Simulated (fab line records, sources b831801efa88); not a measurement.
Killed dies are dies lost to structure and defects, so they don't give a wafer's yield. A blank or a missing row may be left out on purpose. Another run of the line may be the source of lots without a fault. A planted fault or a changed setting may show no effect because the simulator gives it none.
Matching of chambers    flow sfq line    cmp-02 running SFQ_TRILAYER_I4_CMP_CMP_100: 4 sister chambers
The step polishes SiO2. 7 wafers are shown with their chamber, then 7 later ones without.

== EACH WAFER AND ITS CHAMBER ==
wafer   chamber  motor current A (A)  time to endpoint s (s)
L173.5  3        10.7                 208
L174.5  0        10.5                 216
L176.2  2        9.5                  227
L176.3  0        10.7                 220
L176.4  1        10.9                 211
L184.2  2        8.8                  211
L184.4  1        11.0                 217

== WAFERS WHOSE CHAMBER IS MISSING ==
wafer   motor current A (A)  time to endpoint s (s)
L184.6  10.3                 222
L191.1  10.0                 205
L191.5  10.6                 200
L191.6  10.4                 211
L192.4  10.8                 216
L192.1  10.0                 213
L192.5  10.4                 218

== WHICH CHAMBER EACH ONE RAN IN ==
wafer   from the rows above                in truth
L184.6  can't be placed: 0 or 3 or 1       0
L191.1  can't be placed: 3 or 0 or 1 or 2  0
L191.5  can't be placed: 3 or 1 or 0       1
L191.6  can't be placed: 3 or 0 or 1       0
L192.4  can't be placed: 1 or 0 or 3       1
L192.1  can't be placed: 0 or 3 or 2 or 1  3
L192.5  can't be placed: 0 or 3 or 1       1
Placed correctly: 0 of 7. These rows do not allow placing 7 (true chamber among the candidates in 7). Wrongly placed: 0.
How it was worked out, from the rows above alone: a wafer's distance from a chamber is the root of the sum, over the readings, of the square of ((its reading less the chamber's mean) divided by the reading's scatter). The wafer belongs to the nearest chamber; if the next one is less than 2 further off, it can't be placed. A chamber's mean is the mean of its shown wafers. The scatter: the root of (the sum of the squares of (reading less its chamber's mean) over the shown wafers, divided by (wafers less chambers)).
